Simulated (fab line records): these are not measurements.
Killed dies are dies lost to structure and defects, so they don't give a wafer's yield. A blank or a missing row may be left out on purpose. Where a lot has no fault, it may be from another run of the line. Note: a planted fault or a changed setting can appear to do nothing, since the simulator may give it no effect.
Split-lot trial / flow sky130 / 23 wafers read across 5 lots, on a route 708 steps long

== ABOUT THE SPLIT ==
At SKY_VT_ADJUST_HVTP_COAT_02 (resist thk 1140 nm), the setting spinRpm was moved away from the recipe's 3000 rpm on 8 of the 23 wafers read, by -6.7% to +5.5%. This setting was run at the recipe's value on the other wafers.

The reading is taken at the split's own step.

== THE READING ==
NOVOLAK_of_VT_ADJUST_HVTP_COAT_02.thkNm (the simulator's own value, which no gauge read), in nm, at SKY_VT_ADJUST_HVTP_COAT_02 (resist thk 1140 nm). No usual value for it is given in the file. The 15 wafers here that ran the recipe average 1141 nm, standard deviation 3 nm.

wafer=L074.1; tool, chamber at the split=lithoTrack-02, 0; spinRpm as run, rpm=3000; against the recipe=recipe; NOVOLAK_of_VT_ADJUST_HVTP_COAT_02.thkNm, nm=1141; against lot-mates on the recipe=-
wafer=L074.6; tool, chamber at the split=lithoTrack-02, 0; spinRpm as run, rpm=3000; against the recipe=recipe; NOVOLAK_of_VT_ADJUST_HVTP_COAT_02.thkNm, nm=1141; against lot-mates on the recipe=-
wafer=L074.2; tool, chamber at the split=lithoTrack-02, 0; spinRpm as run, rpm=2798; against the recipe=-6.7%; NOVOLAK_of_VT_ADJUST_HVTP_COAT_02.thkNm, nm=1180; against lot-mates on the recipe=+39
wafer=L074.3; tool, chamber at the split=lithoTrack-02, 0; spinRpm as run, rpm=2798; against the recipe=-6.7%; NOVOLAK_of_VT_ADJUST_HVTP_COAT_02.thkNm, nm=1178; against lot-mates on the recipe=+37
wafer=L074.4; tool, chamber at the split=lithoTrack-02, 0; spinRpm as run, rpm=2798; against the recipe=-6.7%; NOVOLAK_of_VT_ADJUST_HVTP_COAT_02.thkNm, nm=1179; against lot-mates on the recipe=+38
wafer=L075.1; tool, chamber at the split=lithoTrack-02, 0; spinRpm as run, rpm=3165; against the recipe=+5.5%; NOVOLAK_of_VT_ADJUST_HVTP_COAT_02.thkNm, nm=1108; against lot-mates on the recipe=-29
wafer=L075.3; tool, chamber at the split=lithoTrack-02, 0; spinRpm as run, rpm=3000; against the recipe=recipe; NOVOLAK_of_VT_ADJUST_HVTP_COAT_02.thkNm, nm=1137; against lot-mates on the recipe=-
wafer=L075.5; tool, chamber at the split=lithoTrack-02, 0; spinRpm as run, rpm=3000; against the recipe=recipe; NOVOLAK_of_VT_ADJUST_HVTP_COAT_02.thkNm, nm=1137; against lot-mates on the recipe=-
wafer=L075.4; tool, chamber at the split=lithoTrack-02, 0; spinRpm as run, rpm=3165; against the recipe=+5.5%; NOVOLAK_of_VT_ADJUST_HVTP_COAT_02.thkNm, nm=1103; against lot-mates on the recipe=-34
wafer=L075.6; tool, chamber at the split=lithoTrack-02, 0; spinRpm as run, rpm=3000; against the recipe=recipe; NOVOLAK_of_VT_ADJUST_HVTP_COAT_02.thkNm, nm=1136; against lot-mates on the recipe=-
wafer=L076.1; tool, chamber at the split=lithoTrack-03, 0; spinRpm as run, rpm=3000; against the recipe=recipe; NOVOLAK_of_VT_ADJUST_HVTP_COAT_02.thkNm, nm=1143; against lot-mates on the recipe=-
wafer=L076.2; tool, chamber at the split=lithoTrack-03, 0; spinRpm as run, rpm=3000; against the recipe=recipe; NOVOLAK_of_VT_ADJUST_HVTP_COAT_02.thkNm, nm=1145; against lot-mates on the recipe=-
wafer=L076.5; tool, chamber at the split=lithoTrack-03, 0; spinRpm as run, rpm=3000; against the recipe=recipe; NOVOLAK_of_VT_ADJUST_HVTP_COAT_02.thkNm, nm=1145; against lot-mates on the recipe=-
wafer=L076.3; tool, chamber at the split=lithoTrack-03, 0; spinRpm as run, rpm=3000; against the recipe=recipe; NOVOLAK_of_VT_ADJUST_HVTP_COAT_02.thkNm, nm=1144; against lot-mates on the recipe=-
wafer=L076.6; tool, chamber at the split=lithoTrack-03, 0; spinRpm as run, rpm=3000; against the recipe=recipe; NOVOLAK_of_VT_ADJUST_HVTP_COAT_02.thkNm, nm=1139; against lot-mates on the recipe=-
wafer=L077.1; tool, chamber at the split=lithoTrack-02, 0; spinRpm as run, rpm=2810; against the recipe=-6.3%; NOVOLAK_of_VT_ADJUST_HVTP_COAT_02.thkNm, nm=1177; against lot-mates on the recipe=+38
wafer=L077.2; tool, chamber at the split=lithoTrack-02, 0; spinRpm as run, rpm=3000; against the recipe=recipe; NOVOLAK_of_VT_ADJUST_HVTP_COAT_02.thkNm, nm=1137; against lot-mates on the recipe=-
wafer=L077.3; tool, chamber at the split=lithoTrack-02, 0; spinRpm as run, rpm=3000; against the recipe=recipe; NOVOLAK_of_VT_ADJUST_HVTP_COAT_02.thkNm, nm=1142; against lot-mates on the recipe=-
wafer=L077.4; tool, chamber at the split=lithoTrack-02, 0; spinRpm as run, rpm=2810; against the recipe=-6.3%; NOVOLAK_of_VT_ADJUST_HVTP_COAT_02.thkNm, nm=1176; against lot-mates on the recipe=+36
wafer=L077.6; tool, chamber at the split=lithoTrack-02, 0; spinRpm as run, rpm=2810; against the recipe=-6.3%; NOVOLAK_of_VT_ADJUST_HVTP_COAT_02.thkNm, nm=1181; against lot-mates on the recipe=+42
wafer=L081.1; tool, chamber at the split=lithoTrack-03, 0; spinRpm as run, rpm=3000; against the recipe=recipe; NOVOLAK_of_VT_ADJUST_HVTP_COAT_02.thkNm, nm=1141; against lot-mates on the recipe=-
wafer=L081.3; tool, chamber at the split=lithoTrack-03, 0; spinRpm as run, rpm=3000; against the recipe=recipe; NOVOLAK_of_VT_ADJUST_HVTP_COAT_02.thkNm, nm=1141; against lot-mates on the recipe=-
wafer=L081.2; tool, chamber at the split=lithoTrack-03, 0; spinRpm as run, rpm=3000; against the recipe=recipe; NOVOLAK_of_VT_ADJUST_HVTP_COAT_02.thkNm, nm=1144; against lot-mates on the recipe=-

THE FIT
A straight line over all 23 wafers: NOVOLAK_of_VT_ADJUST_HVTP_COAT_02.thkNm changes by -5.93 nm for each +1% of spinRpm; r = -0.99; the points scatter about the line by 2.9 nm.
The same after taking each lot's own level away (the mean of its wafers on the recipe; 23 wafers): -5.8 nm for each +1%; r = -1.00; scatter 2 nm.
That fit puts the effect of the largest move of spinRpm on the reading at 39 nm.
Measured against the standard deviation above, the lots' own levels, which go from 1136.7 to 1143.2 nm, span 2.2 times it.
So the lot-to-lot level changes the slope little: the two slopes agree.
Check: for one of the wafers moved furthest among these (-6.7%), held out of the fit, the line's prediction against its lot-mates is +39.2 nm. It came out at +39 nm against them.

== OTHER SPLITS ON THESE WAFERS ==
Note: prior to the reading, these wafers also went through further splits. Each is held against what the fit with the lots' levels taken away leaves over:
other split on the same wafers=SKY_FIELD_ISO_OXIDATION_01 tempC; wafers away from the commonest value=18; r with NOVOLAK_of_VT_ADJUST_HVTP_COAT_02.thkNm (lot level and that fit taken away)=+0.27
other split on the same wafers=SKY_FIELD_ISO_EXPOSE_10 doseMj; wafers away from the commonest value=7; r with NOVOLAK_of_VT_ADJUST_HVTP_COAT_02.thkNm (lot level and that fit taken away)=-0.34
other split on the same wafers=SKY_FIELD_ISO_ETCH_17 timeS; wafers away from the commonest value=5; r with NOVOLAK_of_VT_ADJUST_HVTP_COAT_02.thkNm (lot level and that fit taken away)=-0.12
other split on the same wafers=SKY_FIELD_ISO_OXIDATION_22 oxTimeS; wafers away from the commonest value=18; r with NOVOLAK_of_VT_ADJUST_HVTP_COAT_02.thkNm (lot level and that fit taken away)=+0.07
other split on the same wafers=SKY_NWELL_IMPLANT_24 energyKev; wafers away from the commonest value=5; r with NOVOLAK_of_VT_ADJUST_HVTP_COAT_02.thkNm (lot level and that fit taken away)=-0.18

== THE WHOLE CHAIN: every reading that the file lists as answering this split, in the file's order ==
step=SKY_VT_ADJUST_HVTP_COAT_02; what it does=resist thk 1140 nm; reading=NOVOLAK_of_VT_ADJUST_HVTP_COAT_02.thkNm (the simulator's own value, which no gauge read); change (the file's fit)=-5.8 nm for each +1% of the setting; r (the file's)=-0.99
step=SKY_VT_ADJUST_HVTP_STRIP_10; what it does=strips in O2/N2; reading=stripTimeToEndpointS; change (the file's fit)=withheld for each +1% of the setting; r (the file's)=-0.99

== THE FILE'S OWN FIT ==
NOVOLAK_of_VT_ADJUST_HVTP_COAT_02.thkNm changes by -5.8 nm for each +1% of spinRpm, r = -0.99.
